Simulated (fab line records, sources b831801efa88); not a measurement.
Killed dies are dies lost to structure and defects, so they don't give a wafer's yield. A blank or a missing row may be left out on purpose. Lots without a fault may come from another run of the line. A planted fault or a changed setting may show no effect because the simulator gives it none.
Tool commonality check | flow gf180mcu | 12 lots, 45 wafers sampled

WHY IT WAS OPENED
At GF_VT_IMPLANT_RS_MEAS_48 the reading LVPWELL_RS is flagged on 3 of 12 lots. Wafers without a fault read 1195.6 ohm/sq, standard deviation 2.8.
Rule: a lot is flagged when every wafer of it that has a number lies more than 4 standard deviations from that mean, or none has a number. The other lots count as sound.

lot  | measured     | on            | LVPWELL_RS (ohm/sq), wafer by wafer       | flag
L674 | day 7 22:58  | film_metro-01 | 1196.0 1196.5 1196.7                      |
L675 | day 8 06:37  | film_metro-01 | 1197.8 1199.3 1194.7                      |
L676 | day 8 12:07  | film_metro-03 | 1192.5 1192.9 1192.1                      |
L680 | day 9 18:37  | film_metro-03 | 1195.9 1194.2 1193.1                      |
L679 | day 9 18:45  | film_metro-04 | 1198.5 1195.3 1196.9                      |
L681 | day 9 21:32  | film_metro-03 | 1200.0 1199.9 1204.0                      |
L682 | day 10 11:57 | film_metro-03 | 1159.9 1157.2 1158.9 1157.9 1159.5 1158.8 | FLAGGED
L685 | day 11 00:58 | film_metro-04 | 1157.4 1157.6 1156.3 1156.4 1158.3 1157.3 | FLAGGED
L686 | day 11 08:28 | film_metro-01 | 1153.3 1156.1 1155.2 1155.0 1153.0 1157.2 | FLAGGED
L688 | day 12 00:17 | film_metro-04 | 1194.2 1197.2 1192.6                      |
L689 | day 12 06:35 | film_metro-01 | 1194.9 1191.2 1195.0                      |
L694 | day 13 13:34 | film_metro-01 | 1192.8 1194.0 1194.5                      |
The numbers of the flagged lots are 1157.0 ohm/sq on average: -38.6 ohm/sq against the usual, or -14 standard deviations.

WHICH TOOL RAN EACH LOT
The record holds 1 process step before the reading, out of a route of 602 steps. In each cell: the tool, then ch and the chambers that the sampled wafers went through, then the start.
lot  | flag    | GF_LVPWELL_IMPLANT_08
L674 |         | implanter-03 ch 0, day 4 02:35
L675 |         | implanter-03 ch 0, day 4 08:53
L676 |         | implanter-03 ch 0, day 4 13:15
L680 |         | implanter-04 ch 0, day 5 14:17
L679 |         | implanter-04 ch 0, day 5 14:59
L681 |         | implanter-04 ch 0, day 5 18:23
L682 | FLAGGED | implanter-04 ch 0, day 6 04:12
L685 | FLAGGED | implanter-04 ch 0, day 6 18:00
L686 | FLAGGED | implanter-04 ch 0, day 6 22:44
L688 |         | implanter-02 ch 0, day 7 12:37
L689 |         | implanter-03 ch 0, day 7 14:48
L694 |         | implanter-02 ch 0, day 8 18:33
What these steps do:
- GF_LVPWELL_IMPLANT_08
- GF_VT_IMPLANT_RS_MEAS_48: measures by four-point-probe.

FLAGGED OVER TOTAL, TOOL BY TOOL (the gauges that took the reading come last)
step                     | tool          | lots run | flagged | share of the flagged lots | sound lots run after its first flagged lot
GF_LVPWELL_IMPLANT_08    | implanter-02  | 2        | 0       | none                      | -
GF_LVPWELL_IMPLANT_08    | implanter-03  | 4        | 0       | none                      | -
GF_LVPWELL_IMPLANT_08    | implanter-04  | 6        | 3       | all                       | 0
GF_VT_IMPLANT_RS_MEAS_48 | film_metro-01 | 5        | 1       | some                      | 2 (L689,L694)
GF_VT_IMPLANT_RS_MEAS_48 | film_metro-03 | 4        | 1       | some                      | 0
GF_VT_IMPLANT_RS_MEAS_48 | film_metro-04 | 3        | 1       | some                      | 1 (L688)

WHAT THE TABLE ALLOWS
1 row of the table ran every flagged lot: implanter-04 at GF_LVPWELL_IMPLANT_08.
- implanter-04 at GF_LVPWELL_IMPLANT_08: 3 of its 6 lots flagged. Its last sound lot is L681 (day 5 18:23), its first flagged lot L682 (day 6 04:12): a fault that began between those two fits. Its own readings lie more than 4 standard deviations out on every wafer of the flagged lots: beam_energy_keV.
One tool is left: implanter-04 at GF_LVPWELL_IMPLANT_08.

WHAT THE SIMULATOR HAD PUT IN
Process parameter drift: implanter-04, from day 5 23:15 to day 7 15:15, at GF_LVPWELL_IMPLANT_08. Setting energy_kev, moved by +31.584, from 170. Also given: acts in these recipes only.
Lots struck among those shown: L682, L685, L686. The rule above found the same.
